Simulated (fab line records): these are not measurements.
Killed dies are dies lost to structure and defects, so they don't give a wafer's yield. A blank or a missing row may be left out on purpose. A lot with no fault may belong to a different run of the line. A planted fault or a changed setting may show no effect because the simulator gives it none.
Comparing a struck lot with a sound one || flow gf180mcu || 21 steps out of a route of 602
Sound: the wafers L255.1, L255.4, L255.5. Struck: wafers L274.1, L274.2. (L274.4 of the same lot was not struck and is left out.) The cause comes at the end.
Per side, at each step with rows, come the tool, then ch with its chambers, and then its first start. Under that, the readings that differ: sound wafers || struck wafers || difference of the means || sigmas: that difference in standard deviations of wafers without a fault.
alike: readings with means less than 2 such deviations apart, plus words and numbers identical on both sides. not compared: withheld readings, readings lacking a value on some wafer, bounds such as >300 that could conceal the same value, and numbers that have no deviation in the record and whose values overlap.
Wherever a step has rows on one side only, a row that says differs or no value, or a row with sigmas, the two part there. When numbers do not overlap yet have no deviation, they are printed without sigmas and do not part them. Lack of a reading on every wafer of one side parts them only where that side has two or more wafers.

first, 2 steps without rows for these wafers: GF_M4_CLEAN_19 (cleans in DIW); GF_V4_CVD_00 (deposits SiO2, target thk 600 nm, time 100 s).
GF_V4_THK_MEAS_01:
  struck on film-metro-01, day 30 15:11; sound on film-metro-02, day 25 01:08
  alike: V4_CVD_00_THK
GF_V4_CVD_02: deposits SiO2 from TEOS, target thk 850 nm, time 94.851 s.
  sound on pecvd-03 ch 0,1,2, day 25 01:11; struck on pecvd-04 ch 0,2, day 30 15:15
  alike: heater-power-w, susceptor-temp-C
GF_V4_THK_MEAS_03:
  struck on film-metro-03, day 30 15:19; sound on film-metro-01, day 25 01:16
  alike: V4_CVD_02_THK
GF_V4_CMP_04: polishes SiO2.
  sound on cmp-01 ch 1,2,3, day 25 01:22; struck on cmp-01 ch 1,3, day 30 15:22
  alike: motor-current-A, retaining-ring-pressure-frac, time-to-endpoint-s
GF_V4_BOW_MEAS_05:
  struck on film-metro-03, day 30 15:40; sound on film-metro-01, day 25 01:37
  alike: V4_BOW
then, 5 steps without rows for these wafers: GF_V4_DEHYDRATE_06 (time 60 s); GF_V4_HMDS_07 (prime time 60 s); GF_V4_COAT_08; GF_V4_COAT_09 (resist thk 1000 nm); GF_V4_SOFTBAKE_10 (time 60 s).
GF_V4_EXPOSE_11: exposes mask Via4, target cd 260 nm.
  sound on krf-scanner-01 ch 0, day 25 11:39; struck on krf-scanner-01 ch 0, day 31 01:12
  alike: mask
then, 2 steps without rows for these wafers: GF_V4_PEB_12 (peb time 86.53 s); GF_V4_DEVELOP_13 (develop time 60 s).
GF_V4_CD_MEAS_14: target cd 260 nm.
  struck on cd-sem-02, day 31 09:48; sound on cd-sem-02, day 25 22:22
{"reading": "cd-nm (nm)", "sound": "260.0 259.5 258.7", "struck": "262.2 262.3", "difference": "+2.9", "sigmas": "+2"}
GF_V4_OVL_MEAS_15:
  struck on overlay-02, day 31 09:55; sound on overlay-02, day 25 22:29
  alike: V4_OVL
GF_V4_ETCH_16: etches BARC in N2/H2.
  sound on rie-diel-03 ch 0,1,3, day 25 22:31; struck on rie-diel-03 ch 0,3, day 31 09:57
{"reading": "model.V4.cd-nm (nm)", "sound": "258.9 258.8 258.4", "struck": "262.1 261.7", "difference": "+3.2", "sigmas": ""}
  alike: drypump-motor-current-A, oes-product-au, throttle-valve-pct
GF_V4_ETCH_17: etches SiO2 in C4F8/O2/Ar, stops on TiN, target depth 630 nm.
  sound: rie-diel-03 ch 0,1,3; struck: rie-diel-03 ch 0,3
{"reading": "model.V4.cd-nm (nm)", "sound": "259.1 258.6 258.4", "struck": "262.2 262.1", "difference": "+3.4", "sigmas": ""}
  alike: oes-product-au
GF_V4_STRIP_18: strips in O2/N2.
  sound on plasma-asher-01 ch 0,1, day 25 22:39; struck on plasma-asher-03 ch 0,1, day 31 10:05
  alike: drypump-motor-current-A, heater-power-w, oes-product-au
  not compared: rf-hours-counter-h
GF_PASSIVATION_PROBE_99:
  sound wafers here have rows in the record (prober-01, day 30 07:49); struck ones have none

## WHERE THEY PART
First at GF_V4_CD_MEAS_14; last, within this record, at GF_PASSIVATION_PROBE_99.

WHY: the cause the simulator had injected
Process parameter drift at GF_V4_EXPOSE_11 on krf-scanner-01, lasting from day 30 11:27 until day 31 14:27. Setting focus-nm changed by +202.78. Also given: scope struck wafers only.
